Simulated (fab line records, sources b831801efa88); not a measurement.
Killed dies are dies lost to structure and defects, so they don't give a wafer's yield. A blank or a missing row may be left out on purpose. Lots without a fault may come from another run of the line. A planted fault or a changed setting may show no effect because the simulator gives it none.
fab line records | flow sky130
record lots=5 wafers=23
route steps=708 shown VIA4@657 METAL5@661 PASSIVATION@692
start_h: hours from the record's first day to the start of the lot's first wafer shown | wait_h: hours since the lot's step before | " the same as in the row above | L1.1+2: a row that stands for several wafers | - no value, or no start given | * or withheld: withheld | < > ~ a bound
route shown NAME@n: a module of which the file shows steps, and the number in the route of the first | usual: mean/standard deviation of fault-free wafers | same: alike in all rows | chamber/n: place in a boat | sites: the reading at each site | _std_site: their standard deviation | _edge_site: outer sites' mean less inner sites' | radius_mm: how far each site lies from the wafer's centre | mask NAME#n: copy n | behind: the tool/chamber that last shaped the wafer | hold: why the lot was held/for how many hours/how that ended | device: the transistor (n, p or np) that didn't switch | end of line: the same wafers' tests at the end of the route | a step without rows: its recipe alone | killed: dies lost to structure and defects at the first sort, not the wafer's yield | map: a wafer's dies, x killed, . not, _ none there
set.NAME: the setting as run; set.NAME@STEP: as run at that earlier step | model.NAME: the simulator's own value behind a step, which no gauge read
lots whose settings were changed on purpose; a table a step, a row a wafer
## steps
# step SKY_VIA4_CVD_18
# recipe material=W target_thk_nm=505 time_s=152.14 temp_c=400 pressure_torr=40
# columns lot.wafer tool chamber start_h wait_h set.temp_c model.W_of_VIA4_CVD_18.thk_nm
L074.1 cvd_w-01 0 1025.27 0.0 407 572.4
L074.2 " 1 " " 407 567.5
L074.3 " 0 " " 400 502.4
L074.4 " 1 " " 407 568.9
L074.6 " 0 " " 400 499.9
L076.2 cvd_w-02 1 1034.59 0.0 400 509.3
L076.3 " 1 " " 400 506.8
L076.4 " 0 " " 400 503.9
L076.5 " 0 " " 400 505.5
L076.6 " 1 " " 400 505.1
L078.1 cvd_w-02 0 1047.32 0.0 393.2 452.7
L078.2 " 1 " " 400 506.7
L078.3 " 1 " " 400 509.2
L078.4 " 0 " " 400 500.5
L078.6 " 1 " " 393.2 448.4
L080.2 cvd_w-02 1 1060.85 0.0 400 509.3
L080.4 " 0 " " 400 508.3
L080.6 " 0 " " 400 510
L084.1 cvd_w-01 0 1067.02 0.0 400 499.3
L084.2 " 1 " " 404 534.9
L084.3 " 1 " " 404 531.7
L084.4 " 0 " " 400 501.4
L084.6 " 1 " " 404 539.7
# step SKY_VIA4_RS_MEAS_19
# recipe thk_meas_gauge=four-point-probe reads=W_of_VIA4_CVD_18+TiN_of_VIA4_SPUTTER_17
# usual VIA4_W_RS=0.2269/0.0022
# columns lot.wafer tool chamber start_h wait_h set.temp_c@VIA4_CVD_18 VIA4_W_RS[ohm/sq]
L074.1 film_metro-03 - 1025.43 0.1 407 0.1994
L074.2 " - " " 407 0.2011
L074.3 " - " " 400 0.2273
L074.4 " - " " 407 0.2009
L074.6 " - " " 400 0.2283
L076.2 film_metro-03 - 1034.76 0.1 400 0.2246
L076.3 " - " " 400 0.2251
L076.4 " - " " 400 0.2270
L076.5 " - " " 400 0.2262
L076.6 " - " " 400 0.2270
L078.1 film_metro-04 - 1047.47 0.1 393.2 0.2529
L078.2 " - " " 400 0.2254
L078.3 " - " " 400 0.2248
L078.4 " - " " 400 0.2285
L078.6 " - " " 393.2 0.2545
L080.2 film_metro-03 - 1061.02 0.1 400 0.2246
L080.4 " - " " 400 0.2246
L080.6 " - " " 400 0.2238
L084.1 film_metro-04 - 1067.17 0.1 400 0.2290
L084.2 " - " " 404 0.2139
L084.3 " - " " 404 0.2147
L084.4 " - " " 400 0.2281
L084.6 " - " " 404 0.2117
# step SKY_VIA4_THK_MEAS_20
# recipe thk_meas_gauge=xrf reads=W_of_VIA4_CVD_18
# usual VIA4_W_THK=499/6.2
# columns lot.wafer tool chamber start_h wait_h set.temp_c@VIA4_CVD_18 VIA4_W_THK[nm]
L074.1 film_metro-03 - 1025.55 0.1 407 565
L074.2 " - " " 407 556
L074.3 " - " " 400 497
L074.4 " - " " 407 562
L074.6 " - " " 400 493
L076.2 film_metro-03 - 1034.87 0.1 400 507
L076.3 " - " " 400 503
L076.4 " - " " 400 503
L076.5 " - " " 400 500
L076.6 " - " " 400 506
L078.1 film_metro-04 - 1047.59 0.1 393.2 445
L078.2 " - " " 400 495
L078.3 " - " " 400 499
L078.4 " - " " 400 490
L078.6 " - " " 393.2 441
L080.2 film_metro-03 - 1061.13 0.1 400 507
L080.4 " - " " 400 506
L080.6 " - " " 400 507
L084.1 film_metro-04 - 1067.29 0.1 400 493
L084.2 " - " " 404 531
L084.3 " - " " 404 525
L084.4 " - " " 400 493
L084.6 " - " " 404 529
# step SKY_METAL5_SPUTTER_00
# recipe material=Ti target_thk_nm=15 power_w=3000 time_s=10 chamber_pressure_pa=0.4
# columns lot.wafer tool chamber start_h wait_h set.power_w model.Ti_of_METAL5_SPUTTER_00.thk_nm
L074.1 pvd_sputter-03 - 1025.91 0.1 3179 15.72
L074.2 " - " " 3000 14.74
L074.3 " - " " 3179 15.92
L074.4 " - " " 3179 15.61
L074.6 " - " " 3000 15.03
L076.2 pvd_sputter-03 - 1035.22 0.1 3000 15.12
L076.3 " - " " 2882 14.48
L076.4 " - " " 2882 14.46
L076.5 " - " " 3000 15.08
L076.6 " - " " 3000 15.25
L078.1 pvd_sputter-02 - 1047.95 0.1 3338 16.88
L078.2 " - " " 3338 16.62
L078.3 " - " " 3000 15.07
L078.4 " - " " 3338 16.56
L078.6 " - " " 3000 14.88
L080.2 pvd_sputter-03 - 1061.49 0.1 3000 14.83
L080.4 " - " " 3000 15.07
L080.6 " - " " 3000 14.8
L084.1 pvd_sputter-02 - 1067.65 0.2 3000 14.72
L084.2 " - " " 2848 14.14
L084.3 " - " " 3000 14.66
L084.4 " - " " 3000 14.78
L084.6 " - " " 2848 13.97
# step SKY_METAL5_DEVELOP_13
# recipe resist=NOVOLAK developer=TMAH develop_time_s=60 dev_temp_c=23
# columns lot.wafer tool chamber start_h wait_h set.develop_time_s
L074.1+3+6 litho_track-01 0 1048.34 0.1 56.67
L074.2+4 " 0 " " 60
L076.2+3+5 litho_track-04 0 1057.48 0.1 60
L076.4+6 " 0 " " 52.98
L078.1+3+6 litho_track-01 0 1069.14 0.1 60
L078.2+4 " 0 " " 51.69
L080.2+4+6 litho_track-03 0 1083.10 0.1 60
L084.1+2+3+4+6 litho_track-01 0 1089.29 0.1 60
# step SKY_METAL5_DESCUM_14
# recipe chemistry=O2 source_power_w=150 bias_power_w=0 pressure_mtorr=10 temp_c=40 time_s=11
# columns lot.wafer tool chamber start_h wait_h set.develop_time_s@METAL5_DEVELOP_13 model.METAL5.cd_nm
L074.1 rie_metal-01 1 1048.49 0.1 56.67 1607
L074.2 " 1 " " 60 1598
L074.3 " 1 " " 56.67 1606
L074.4 " 1 " " 60 1600
L074.6 " 1 " " 56.67 1609
L076.2+5 rie_metal-01 1 1057.62 0.1 60 1599
L076.3 " 1 " " 60 1595
L076.4+6 " 1 " " 52.98 1611
L078.1+6 rie_metal-01 0 1069.29 0.1 60 1602
L078.2 " 1 " " 51.69 1618
L078.3 " 1 " " 60 1600
L078.4 " 0 " " 51.69 1616
L080.2+4 rie_metal-02 1 1083.23 0.1 60 1602
L080.6 " 0 " " 60 1601
L084.1+3+6 rie_metal-02 1,1,0 1089.44 0.1 60 1600
L084.2 " 0 " " 60 1598
L084.4 " 0 " " 60 1599
# step SKY_PASSIVATION_ETCH_11
# recipe chemistry=CF4/O2 target_depth_nm=725 stop_on=AlCu source_w=800 bias_w=150 pressure_mtorr=150 cf4_flow_sccm=80 O2_flow_sccm=10 time_s=161.1
# columns lot.wafer tool chamber start_h wait_h set.time_s model.PASSIVATION.feature_depth_nm model.coat_of_PASSIVATION_COAT_06.thk_nm
L074.1 rie_diel-02 0 1071.06 - 161.1 717.9 2516
L074.2 " 2 " " 161.1 710.6 2504
L074.3 " 1 " " 138.1 611.1 2580
L074.4 " 3 " " 138.1 634.4 2584
L074.6 " 1 " " 161.1 707.8 2524
L076.2 rie_diel-01 0 1080.51 - 161.1 690.4 2515
L076.3 " 1 " " 147.7 657.2 2560
L076.4 " 3 " " 147.7 664.8 2548
L076.5 " 3 " " 161.1 706.8 2515
L076.6 " 2 " " 147.7 655 2562
L078.1 rie_diel-02 0 1091.59 - 161.1 696.8 2515
L078.2 " 2 " " 161.1 708.9 2528
L078.3 " 3 " " 161.1 682.2 2499
L078.4 " 1 " " 161.1 700 2519
L078.6 " 0 " " 161.1 700.7 2513
L080.2 rie_diel-02 0 1102.99 - 161.1 695.9 2515
L080.4 " 2 " " 161.1 716.6 2506
L080.6 " 1 " " 161.1 702.4 2523
L084.1 rie_diel-02 0 1109.79 - 161.1 714.1 2508
L084.2 " 2 " " 161.1 699.4 2512
L084.3 " 1 " " 161.1 712.4 2518
L084.4 " 3 " " 161.1 722.5 2497
L084.6 " 2 " " 161.1 723.6 2508
# step SKY_PASSIVATION_STRIP_12
# recipe chemistry=O2/N2 power_w=1400 pressure_mtorr=1500 platen_temp_c=withheld overash_fraction=0.7 o2_flow_sccm=3000 n2_flow_sccm=300
# usual strip_time_to_endpoint_s=31.48/0.1
# columns lot.wafer tool chamber start_h wait_h set.time_s@PASSIVATION_ETCH_11 strip_time_to_endpoint_s
L074.1 plasma_asher-01 0 1071.16 0.1 161.1 31.51
L074.2 " 1 " " 161.1 31.36
L074.3 " 0 " " 138.1 32.25
L074.4 " 1 " " 138.1 32.27
L074.6 " 0 " " 161.1 31.60
L076.2 plasma_asher-04 0 1080.61 0.1 161.1 31.51
L076.3 " 0 " " 147.7 32.00
L076.4 " 1 " " 147.7 31.90
L076.5 " 1 " " 161.1 31.51
L076.6 " 0 " " 147.7 32.03
L078.1 plasma_asher-04 1 1091.70 0.1 161.1 31.49
L078.2 " 0 " " 161.1 31.66
L078.3 " 0 " " 161.1 31.33
L078.4 " 1 " " 161.1 31.56
L078.6 " 1 " " 161.1 31.49
L080.2 plasma_asher-01 1 1103.10 0.1 161.1 31.50
L080.4 " 0 " " 161.1 31.40
L080.6 " 0 " " 161.1 31.60
L084.1 plasma_asher-04 1 1109.90 0.1 161.1 31.41
L084.2 " 0 " " 161.1 31.45
L084.3 " 1 " " 161.1 31.55
L084.4 " 0 " " 161.1 31.29
L084.6 " 1 " " 161.1 31.44
## key
split step=SKY_VIA4_CVD_18 setting=temp_c stated=400 by=wafer
response step=SKY_VIA4_CVD_18 reading=model.W_of_VIA4_CVD_18.thk_nm change=+35.7 per=1% r=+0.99
response step=SKY_VIA4_RS_MEAS_19 reading=VIA4_W_RS change=-0.0158 per=1% r=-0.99
response step=SKY_VIA4_THK_MEAS_20 reading=VIA4_W_THK change=+34.2 per=1% r=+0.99
split step=SKY_METAL5_SPUTTER_00 setting=power_w stated=3000 by=wafer
response step=SKY_METAL5_SPUTTER_00 reading=model.Ti_of_METAL5_SPUTTER_00.thk_nm change=+0.15 per=1% r=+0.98
split step=SKY_METAL5_DEVELOP_13 setting=develop_time_s stated=60 by=wafer
response step=SKY_METAL5_DESCUM_14 reading=model.METAL5.cd_nm change=-1.16 per=1% r=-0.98
split step=SKY_PASSIVATION_ETCH_11 setting=time_s stated=161.1 by=wafer
response step=SKY_PASSIVATION_ETCH_11 reading=model.PASSIVATION.feature_depth_nm change=+5.88 per=1% r=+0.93
response step=SKY_PASSIVATION_ETCH_11 reading=model.coat_of_PASSIVATION_COAT_06.thk_nm change=-4.78 per=1% r=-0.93
response step=SKY_PASSIVATION_STRIP_12 reading=strip_time_to_endpoint_s change=* per=1% r=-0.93
